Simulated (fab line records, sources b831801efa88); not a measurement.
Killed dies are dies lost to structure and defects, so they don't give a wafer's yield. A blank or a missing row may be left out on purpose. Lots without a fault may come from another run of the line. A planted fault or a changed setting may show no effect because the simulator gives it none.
fab line records | flow gf180mcu | part 1 of 2: steps 1 to 29 of 39
record lots=5 wafers=15 last_day=34
route steps=602 shown M5@537 V5@540 TOP_METAL@567
lots that met no fault: from a run of the same line without faults
start_h: hours from the record's first day to the start of the lot's first wafer shown | wait_h: hours since the lot's step before | " the same as in the row above | L1.1+2: a row that stands for several wafers | - no value, or no start given | * or withheld: withheld | < > ~ a bound
route shown NAME@n: a module of which the file shows steps, and the number in the route of the first | usual: mean/standard deviation of fault-free wafers | same: alike in all rows | chamber/n: place in a boat | sites: the reading at each site | _std_site: their standard deviation | _edge_site: outer sites' mean less inner sites' | radius_mm: how far each site lies from the wafer's centre | mask NAME#n: copy n | behind: the tool/chamber that last shaped the wafer | hold: why the lot was held/for how many hours/how that ended | device: the transistor (n, p or np) that didn't switch | end of line: the same wafers' tests at the end of the route | a step without rows: its recipe alone | killed: dies lost to structure and defects at the first sort, not the wafer's yield | map: a wafer's dies, x killed, . not, _ none there
set.NAME: the setting as run; set.NAME@STEP: as run at that earlier step | model.NAME: the simulator's own value behind a step, which no gauge read
lots at some steps of the route; a table a step, a row a wafer
services: from which hour (start_h, from the record's first day; less than 0 if before it) a tool's chamber was out of use, for how many hours, and why
## steps
# step GF_M5_STRIP_11
# recipe chemistry=O2/N2 power_w=1400 pressure_mtorr=1500 platen_temp_c=250 o2_flow_sccm=3000 n2_flow_sccm=300 overash_fraction=0.5
# usual drypump_motor_current_A=6.0/0.39 heater_power_w=324/24 oes_product_au=0.522/0.0048 strip_time_to_endpoint_s=7.01/0.048
# columns lot.wafer tool chamber start_h wait_h drypump_motor_current_A heater_power_w oes_product_au rf_hours_counter_h strip_time_to_endpoint_s
L083.2 plasma_asher-03 1 675.26 0.2 6.0 305 0.525 100 7.00
L083.5 " 0 " " 6.6 360 0.524 - 7.00
L083.6 " 1 " " 6.0 309 0.516 - 6.98
L087.3 plasma_asher-01 1 705.23 0.1 5.8 309 0.526 - 7.00
L087.4 " 0 " " 5.6 293 0.526 - 7.02
L087.5 " 1 " " 5.8 320 0.526 - 7.09
L093.2 plasma_asher-03 1 746.92 0.1 6.0 305 0.529 0 7.04
L093.3 " 0 " " 6.7 342 0.525 - 7.03
L093.4 " 1 " " 6.0 306 0.528 - 7.08
L096.4 plasma_asher-02 0 755.98 0.1 5.6 316 0.529 - 7.05
L096.5 " 1 " " 6.2 348 0.527 - 7.05
L096.6 " 0 " " 5.6 324 0.522 - 6.98
L097.1 plasma_asher-02 0 766.26 0.1 5.6 316 0.517 34 7.03
L097.5 " 0 " " 5.6 326 0.517 - 7.06
L097.6 " 1 " " 6.2 349 0.526 - 7.06
# step GF_M5_STRIP_12
# recipe chemistry=post_etch_residue_remover time_s=1200 temp_c=72.5
# columns lot.wafer tool chamber start_h wait_h
L083.2+5+6 wet_bench-02 1 675.36 0.1
L087.3+4+5 wet_bench-03 2 705.30 0.0
L093.2+3+4 wet_bench-02 2 747.02 0.1
L096.4+5+6 wet_bench-02 3 756.05 0.0
L097.1+5+6 wet_bench-04 2 766.36 0.1
# step GF_M5_CLEAN_13
# recipe chemistry=DIW dry=n2_spin
# columns lot.wafer tool chamber start_h wait_h
L083.2+5+6 wet_bench-03 2 675.70 0.0
L087.3+4+5 wet_bench-02 2 705.64 0.0
L093.2+3+4 wet_bench-03 0 747.36 0.0
L096.4+5+6 wet_bench-03 3 756.39 0.0
L097.1+5+6 wet_bench-03 1 766.70 0.0
# step GF_V5_CVD_00
# recipe material=SiO2 target_thk_nm=300 sigma_open_frac=0.3 temp_c=400 time_s=50 sih4_flow_sccm=57.68 pressure_mtorr=6
# usual susceptor_temp_C=399.99/0.22
# columns lot.wafer tool chamber start_h wait_h susceptor_temp_C
L083.2 hdpcvd-01 2 675.79 0.0 399.86
L083.5 " 2 " " 399.69
L083.6 " 1 " " 400.08
L087.3 hdpcvd-02 1 705.73 0.0 400.03
L087.4 " 1 " " 400.07
L087.5 " 0 " " 399.52
L093.2 hdpcvd-01 0 747.46 0.0 399.86
L093.3 " 2 " " 400.07
L093.4 " 0 " " 399.73
L096.4 hdpcvd-01 0 756.50 0.0 400.18
L096.5 " 1 " " 400.05
L096.6 " 2 " " 400.07
L097.1 hdpcvd-01 0 766.79 0.0 399.83
L097.5 " 0 " " 400.06
L097.6 " 2 " " 399.92
# step GF_V5_THK_MEAS_01
# recipe reads=SiO2_of_V5_CVD_00
# usual V5_CVD_00_THK=287/3.1
# columns lot.wafer tool chamber start_h wait_h V5_CVD_00_THK[nm]
L083.2 film_metro-01 - 675.85 0.0 285
L083.5 " - " " 288
L083.6 " - " " 286
L087.3 film_metro-02 - 705.80 0.0 285
L087.4 " - " " 284
L087.5 " - " " 287
L093.2 film_metro-02 - 747.52 0.0 287
L093.3 " - " " 282
L093.4 " - " " 291
L096.4 film_metro-02 - 756.56 0.0 290
L096.5 " - " " 279
L096.6 " - " " 283
L097.1 film_metro-04 - 766.84 0.0 290
L097.5 " - " " 292
L097.6 " - " " 288
# step GF_V5_CVD_02
# recipe material=SiO2 target_thk_nm=1450 precursor=TEOS temp_c=400 time_s=163.28 rf_w=600
# usual heater_power_w=643/80 rf_fwd_power_W=597.2/1.7 susceptor_temp_C=399.98/0.21
# columns lot.wafer tool chamber start_h wait_h heater_power_w rf_fwd_power_W susceptor_temp_C
L083.2 pecvd-01 2 675.90 0.0 706 596.7 400.18
L083.5 " 1 " " 752 597.8 400.25
L083.6 " 0 " " 636 597.5 400.05
L087.3 pecvd-01 0 705.84 0.0 642 598.7 399.92
L087.4 " 2 " " 612 596.3 400.06
L087.5 " 0 " " 512 598.7 399.61
L093.2 pecvd-02 1 747.57 0.0 619 599.0 400.11
L093.3 " 0 " " 675 594.4 399.95
L093.4 " 2 " " 507 596.8 399.98
L096.4 pecvd-04 2 756.64 0.1 563 593.0 400.07
L096.5 " 0 " " 593 596.2 399.89
L096.6 " 1 " " 521 597.7 399.96
L097.1 pecvd-02 1 766.90 0.1 580 595.4 399.86
L097.5 " 0 " " 613 600.7 399.95
L097.6 " 1 " " 561 599.1 400.02
# step GF_V5_THK_MEAS_03
# recipe reads=SiO2_of_V5_CVD_02
# usual V5_CVD_02_THK=1455/18
# columns lot.wafer tool chamber start_h wait_h V5_CVD_02_THK[nm]
L083.2 film_metro-02 - 676.01 0.1 1450
L083.5 " - " " 1469
L083.6 " - " " 1487
L087.3 film_metro-04 - 705.96 0.1 1445
L087.4 " - " " 1460
L087.5 " - " " 1492
L093.2 film_metro-01 - 747.69 0.1 1459
L093.3 " - " " 1468
L093.4 " - " " 1461
L096.4 film_metro-02 - 756.72 0.0 1465
L096.5 " - " " 1464
L096.6 " - " " 1466
L097.1 film_metro-02 - 767.06 0.1 1433
L097.5 " - " " 1451
L097.6 " - " " 1438
# step GF_V5_CMP_04
# recipe material=SiO2 down_force_psi=4 platen_rpm=60 pad_velocity_m_s=0.94248
# usual motor_current_A=11.7/0.89
# columns lot.wafer tool chamber start_h wait_h motor_current_A
L083.2 cmp-02 3 676.11 0.1 11.4
L083.5 " 2 " " 11.7
L083.6 " 3 " " 11.4
L087.3 cmp-02 1 706.00 0.0 10.9
L087.4 " 3 " " 12.5
L087.5 " 2 " " 11.9
L093.2 cmp-02 0 747.87 0.2 11.5
L093.4 " 1 " " 11.5
L093.3 " 2 " " 11.5
L096.4 cmp-02 1 756.94 0.2 11.4
L096.5 " 3 " " 12.2
L096.6 " 0 " " 11.0
L097.1 cmp-02 0 767.17 0.1 11.7
L097.6 " 3 " " 11.8
L097.5 " 0 " " 11.1
# step GF_V5_BOW_MEAS_05
# recipe mode=bow
# usual V5_BOW=133/9.6
# columns lot.wafer tool chamber start_h wait_h V5_BOW[um]
L083.2 film_metro-01 - 676.38 0.2 141
L083.5 " - " " 129
L083.6 " - " " 133
L087.3 film_metro-01 - 706.34 0.3 136
L087.4 " - " " 126
L087.5 " - " " 128
L093.2 film_metro-01 - 748.19 0.3 128
L093.3 " - " " 130
L093.4 " - " " 133
L096.4 film_metro-01 - 757.20 0.2 127
L096.5 " - " " 126
L096.6 " - " " 127
L097.1 film_metro-04 - 767.42 0.2 142
L097.5 " - " " 142
L097.6 " - " " 142
# step GF_V5_DEHYDRATE_06
# recipe temp_c=200 time_s=60
# columns lot.wafer tool chamber start_h wait_h
L083.2+5+6 litho_track-01 0 685.93 9.5
L087.3+4+5 litho_track-03 0 714.65 8.3
L093.2+3+4 litho_track-03 0 755.42 7.2
L096.4+5+6 litho_track-01 0 765.53 8.3
L097.1+5+6 litho_track-01 0 774.40 7.0
# step GF_V5_HMDS_07
# recipe prime_time_s=60 prime_temp_c=120
# columns lot.wafer tool chamber start_h wait_h
L083.2+5+6 litho_track-01 0 686.08 0.1
L087.3+4+5 litho_track-03 0 714.80 0.1
L093.2+3+4 litho_track-03 0 755.57 0.1
L096.4+5+6 litho_track-01 0 765.68 0.1
L097.1+5+6 litho_track-01 0 774.55 0.1
# step GF_V5_COAT_08
# recipe resist=BARC temp_c=withheld time_s=withheld spin_rpm=withheld resist_thk_nm=withheld
# columns lot.wafer tool chamber start_h wait_h
L083.2+5+6 litho_track-01 0 686.23 0.1
L087.3+4+5 litho_track-03 0 714.95 0.1
L093.2+3+4 litho_track-03 0 755.72 0.1
L096.4+5+6 litho_track-01 0 765.83 0.1
L097.1+5+6 litho_track-01 0 774.70 0.1
# step GF_V5_COAT_09
# recipe resist=KrF spin_rpm=withheld resist_thk_nm=1000
# columns lot.wafer tool chamber start_h wait_h
L083.2+5+6 litho_track-01 0 - -
L087.3+4+5 litho_track-03 0 - -
L093.2+3+4 litho_track-03 0 - -
L096.4+5+6 litho_track-01 0 - -
L097.1+5+6 litho_track-01 0 - -
# step GF_V5_SOFTBAKE_10
# recipe temp_c=130 time_s=60 resist=KrF
# columns lot.wafer tool chamber start_h wait_h
L083.2+5+6 litho_track-01 0 - -
L087.3+4+5 litho_track-03 0 - -
L093.2+3+4 litho_track-03 0 - -
L096.4+5+6 litho_track-01 0 - -
L097.1+5+6 litho_track-01 0 - -
# step GF_V5_EXPOSE_11
# recipe mask_id=Via5 target_cd_nm=260 na=0.68 source_shape=conventional sigma_outer=0.6 dose_mj=38
# columns lot.wafer tool chamber start_h wait_h mask
L083.2+5+6 krf_scanner-02 0 - - Via5#0
L087.3+4+5 krf_scanner-01 0 - - Via5#0
L093.2+3+4 krf_scanner-01 0 - - Via5#0
L096.4+5+6 krf_scanner-01 0 - - Via5#0
L097.1+5+6 krf_scanner-01 0 - - Via5#0
# step GF_V5_PEB_12
# recipe peb_temp_c=135 peb_time_s=90 resist=KrF
# columns lot.wafer tool chamber start_h wait_h
L083.2+5+6 litho_track-02 0 - -
L087.3+4+5 litho_track-03 0 - -
L093.2+3+4 litho_track-03 0 - -
L096.4+5+6 litho_track-03 0 - -
L097.1+5+6 litho_track-02 0 - -
# step GF_V5_DEVELOP_13
# recipe develop_time_s=60 resist=KrF dev_temp_c=21
# usual developer_temp_C=21.00/0.1
# columns lot.wafer tool chamber start_h wait_h developer_temp_C
L083.2 litho_track-02 0 696.12 0.2 21.13
L083.5 " 0 " " 20.98
L083.6 " 0 " " 20.89
L087.3 litho_track-03 0 724.00 0.1 20.89
L087.4 " 0 " " 20.83
L087.5 " 0 " " 21.03
L093.2 litho_track-03 0 764.27 0.2 21.05
L093.3 " 0 " " 21.01
L093.4 " 0 " " 21.01
L096.4 litho_track-03 0 773.52 0.1 21.11
L096.5 " 0 " " 21.28
L096.6 " 0 " " 21.13
L097.1 litho_track-02 0 782.74 0.2 21.00
L097.5 " 0 " " 21.00
L097.6 " 0 " " 20.97
# step GF_V5_CD_MEAS_14
# recipe target_cd_nm=260
# usual cd_nm=260.2/1.2
# columns lot.wafer tool chamber start_h wait_h cd_nm
L083.2 cd_sem-02 - 696.26 0.1 259.2
L083.5 " - " " 261.0
L083.6 " - " " 259.6
L087.3 cd_sem-02 - 724.14 0.1 260.1
L087.4 " - " " 259.0
L087.5 " - " " 259.8
L093.2 cd_sem-01 - 764.42 0.1 261.0
L093.3 " - " " 261.8
L093.4 " - " " 262.2
L096.4 cd_sem-01 - 773.66 0.1 258.5
L096.5 " - " " 259.0
L096.6 " - " " 259.3
L097.1 cd_sem-02 - 782.89 0.1 259.7
L097.5 " - " " 259.4
L097.6 " - " " 260.3
# step GF_V5_OVL_MEAS_15
# usual V5_OVL=2/4.8
# columns lot.wafer tool chamber start_h wait_h V5_OVL[nm]
L083.2 overlay-01 - 696.37 0.1 -3
L083.5 " - " " 5
L083.6 " - " " -2
L087.3 overlay-02 - 724.23 0.1 -3
L087.4 " - " " 0
L087.5 " - " " -4
L093.2 overlay-01 - 764.52 0.1 9
L093.3 " - " " 14
L093.4 " - " " 7
L096.4 overlay-01 - 773.73 0.1 -2
L096.5 " - " " -5
L096.6 " - " " -3
L097.1 overlay-02 - 783.01 0.1 2
L097.5 " - " " 8
L097.6 " - " " -3
# step GF_V5_ETCH_16
# recipe chemistry=N2/H2 target_depth_a=withheld overetch_a=withheld time_s=withheld target=BARC ion_energy_ev=200 source_w=500 bias_w=100 pressure_mtorr=30 n2_flow_sccm=100 h2_flow_sccm=200
# usual drypump_motor_current_A=5.5/0.43 h2_flow_sccm=200.0/0.62 oes_product_au=0.853/0.0047 rf_fwd_power_W=494.2/2.3 throttle_valve_pct=13.227/0.0081
# columns lot.wafer tool chamber start_h wait_h drypump_motor_current_A h2_flow_sccm oes_product_au rf_fwd_power_W throttle_valve_pct
L083.2 rie_diel-01 2 696.40 0.0 5.0 199.7 0.852 497.1 13.227
L083.5 " 2 " " 5.0 200.1 0.843 497.5 13.239
L083.6 " 1 " " 5.5 198.9 0.852 494.8 13.232
L087.3 rie_diel-04 1 724.25 0.0 5.6 199.5 0.846 492.5 13.225
L087.4 " 0 " " 5.1 200.0 0.857 491.9 13.238
L087.5 " 2 " " 6.5 201.1 0.854 491.7 13.211
L093.2 rie_diel-04 3 764.55 0.0 6.2 200.0 0.866 492.8 13.213
L093.3 " 0 " " 5.1 200.3 0.849 493.7 13.240
L093.4 " 1 " " 5.6 199.9 0.857 491.3 13.225
L096.4 rie_diel-03 1 773.77 0.0 5.4 201.1 0.855 494.4 13.232
L096.5 " 1 " " 5.4 201.5 0.861 497.1 13.228
L096.6 " 3 " " 5.2 200.3 0.852 492.6 13.226
L097.1 rie_diel-04 3 783.05 0.0 6.2 200.4 0.861 493.8 13.230
L097.5 " 3 " " 6.2 200.2 0.850 492.2 13.229
L097.6 " 0 " " 5.1 200.7 0.862 491.0 13.225
# step GF_V5_ETCH_17
# recipe chemistry=C4F8/O2/Ar mask_material=KrF target=SiO2 stop_on=TiN source_w=1500 bias_w=1200 pressure_mtorr=40 c4f8_flow_sccm=withheld O2_flow_sccm=6 Ar_flow_sccm=300 time_s=withheld target_depth_a=8550
# usual oes_product_au=0.860/0.0041 rf_fwd_power_W=1494/5.2
# columns lot.wafer tool chamber start_h wait_h oes_product_au rf_fwd_power_W
L083.2 rie_diel-01 2 - - 0.852 1500
L083.5 " 2 " " 0.860 1500
L083.6 " 1 " " 0.855 1485
L087.3 rie_diel-04 1 - - 0.859 1493
L087.4 " 0 " " 0.864 1495
L087.5 " 2 " " 0.862 1487
L093.2 rie_diel-04 3 - - 0.859 1492
L093.3 " 0 " " 0.865 1486
L093.4 " 1 " " 0.865 1492
L096.4 rie_diel-03 1 - - 0.854 1489
L096.5 " 1 " " 0.859 1493
L096.6 " 3 " " 0.858 1494
L097.1 rie_diel-04 3 - - 0.856 1496
L097.5 " 3 " " 0.855 1496
L097.6 " 0 " " 0.862 1495
# step GF_V5_STRIP_18
# recipe chemistry=O2/N2 power_w=1400 pressure_mtorr=1500 platen_temp_c=250 o2_flow_sccm=3000 n2_flow_sccm=300 overash_fraction=0.5
# usual drypump_motor_current_A=5.8/0.65 heater_power_w=329/23 oes_product_au=0.568/0.0046
# columns lot.wafer tool chamber start_h wait_h drypump_motor_current_A heater_power_w oes_product_au rf_hours_counter_h
L083.2 plasma_asher-02 1 696.55 - 6.2 351 0.562 26
L083.5 " 1 " " 6.2 345 0.568 -
L083.6 " 0 " " 5.6 315 0.583 -
L087.3 plasma_asher-04 0 724.44 - 6.7 327 0.574 -
L087.4 " 1 " " 4.7 363 0.567 -
L087.5 " 1 " " 4.7 357 0.562 -
L093.2 plasma_asher-01 1 764.71 - 5.8 314 0.572 96
L093.3 " 0 " " 5.6 293 0.578 -
L093.4 " 1 " " 5.8 309 0.573 -
L096.4 plasma_asher-04 0 774.02 - 6.7 334 0.570 -
L096.5 " 1 " " 4.7 348 0.567 -
L096.6 " 0 " " 6.7 327 0.563 -
L097.1 plasma_asher-04 0 783.20 - 6.7 328 0.568 73
L097.5 " 1 " " 4.7 365 0.570 -
L097.6 " 0 " " 6.7 335 0.567 -
# step GF_V5_STRIP_19
# recipe chemistry=post_etch_residue_remover time_s=1200 temp_c=72.5
# columns lot.wafer tool chamber start_h wait_h
L083.2+5+6 wet_bench-03 1 696.65 0.1
L087.3+4+5 wet_bench-01 3 724.51 0.0
L093.2+3+4 wet_bench-04 1 764.81 0.1
L096.4+5+6 wet_bench-01 0 774.08 0.0
L097.1+5+6 wet_bench-01 0 783.30 0.1
# step GF_V5_CLEAN_20
# recipe chemistry=DIW dry=n2_spin
# columns lot.wafer tool chamber start_h wait_h
L083.2+5+6 wet_bench-04 2 697.02 0.0
L087.3+4+5 wet_bench-04 3 724.85 0.0
L093.2+3+4 wet_bench-03 3 765.15 0.0
L096.4+5+6 wet_bench-04 2 774.42 0.0
L097.1+5+6 wet_bench-04 2 783.64 0.0
# step GF_V5_SPUTTER_21
# recipe material=Ti target_thk_nm=15 chamber_pressure_pa=5 power_w=2500 substrate_temp_c=200 time_s=80.02
# usual throttle_valve_pct=30.1/1.2
# columns lot.wafer tool chamber start_h wait_h throttle_valve_pct
L083.2 pvd_sputter-04 - 697.11 0.0 31.5
L083.5 " - " " 30.3
L083.6 " - " " 29.7
L087.3 pvd_sputter-02 - 724.95 0.0 29.1
L087.4 " - " " 31.9
L087.5 " - " " 32.1
L093.2 pvd_sputter-02 - 765.24 0.0 32.0
L093.3 " - " " 28.1
L093.4 " - " " 31.4
L096.4 pvd_sputter-04 - 774.61 0.0 29.6
L096.5 " - " " 31.9
L096.6 " - " " 30.3
L097.1 pvd_sputter-03 - 783.73 0.0 28.6
L097.5 " - " " 29.2
L097.6 " - " " 30.4
# step GF_V5_SPUTTER_22
# recipe material=TiN target_thk_nm=10 chamber_pressure_pa=5 power_w=4000 time_s=40
# usual throttle_valve_pct=30.1/1.2
# columns lot.wafer tool chamber start_h wait_h throttle_valve_pct
L083.2 pvd_sputter-04 - 697.18 0.0 31.8
L083.5 " - " " 30.2
L083.6 " - " " 29.8
L087.3 pvd_sputter-02 - 725.01 0.0 29.2
L087.4 " - " " 31.9
L087.5 " - " " 31.9
L093.2 pvd_sputter-02 - 765.30 0.0 31.9
L093.3 " - " " 27.9
L093.4 " - " " 31.3
L096.4 pvd_sputter-04 - 774.67 0.0 30.1
L096.5 " - " " 31.4
L096.6 " - " " 30.5
L097.1 pvd_sputter-03 - 783.79 0.0 28.6
L097.5 " - " " 29.1
L097.6 " - " " 30.6
# step GF_V5_CVD_23
# recipe material=W target_thk_nm=350 time_s=104.9 temp_c=400 pressure_torr=40
# usual heater_power_w=827/84 susceptor_temp_C=400.01/0.22
# columns lot.wafer tool chamber start_h wait_h heater_power_w susceptor_temp_C
L083.2 cvd_w-01 1 697.21 0.0 830 400.00
L083.5 " 0 " " 728 399.68
L083.6 " 1 " " 824 400.02
L087.3 cvd_w-02 0 725.09 0.1 965 399.82
L087.4 " 1 " " 860 399.77
L087.5 " 0 " " 948 399.87
L093.2 cvd_w-01 0 765.38 0.1 731 399.96
L093.3 " 0 " " 721 400.21
L093.4 " 0 " " 702 400.39
L096.4 cvd_w-02 1 774.74 0.1 864 400.14
L096.5 " 0 " " 954 400.14
L096.6 " 1 " " 858 399.83
L097.1 cvd_w-01 1 783.83 0.0 834 399.87
L097.5 " 1 " " 833 400.50
L097.6 " 0 " " 727 400.32
# step GF_V5_RS_MEAS_24
# recipe thk_meas_gauge=four-point-probe reads=W_of_V5_CVD_23+TiN_of_V5_SPUTTER_22+Ti_of_V5_SPUTTER_21
# usual V5_W_RS=0.325/0.0034
# columns lot.wafer tool chamber start_h wait_h V5_W_RS[ohm/sq]
L083.2 film_metro-02 - 697.35 0.1 0.332
L083.5 " - " " 0.331
L083.6 " - " " 0.330
L087.3 film_metro-02 - 725.20 0.1 0.330
L087.4 " - " " 0.330
L087.5 " - " " 0.329
L093.2 film_metro-02 - 765.58 0.2 0.327
L093.3 " - " " 0.328
L093.4 " - " " 0.323
L096.4 film_metro-01 - 774.88 0.1 0.326
L096.5 " - " " 0.322
L096.6 " - " " 0.324
L097.1 film_metro-02 - 783.94 0.1 0.328
L097.5 " - " " 0.332
L097.6 " - " " 0.326
# step GF_V5_THK_MEAS_25
# recipe thk_meas_gauge=xrf reads=W_of_V5_CVD_23
# usual V5_W_THK=350/4.8
# columns lot.wafer tool chamber start_h wait_h V5_W_THK[nm]
L083.2 film_metro-02 - 697.46 0.1 340
L083.5 " - " " 344
L083.6 " - " " 344
L087.3 film_metro-02 - 725.30 0.1 346
L087.4 " - " " 346
L087.5 " - " " 347
L093.2 film_metro-02 - 765.69 0.1 350
L093.3 " - " " 348
L093.4 " - " " 352
L096.4 film_metro-01 - 774.97 0.1 354
L096.5 " - " " 359
L096.6 " - " " 357
L097.1 film_metro-02 - 784.06 0.1 348
L097.5 " - " " 342
L097.6 " - " " 350
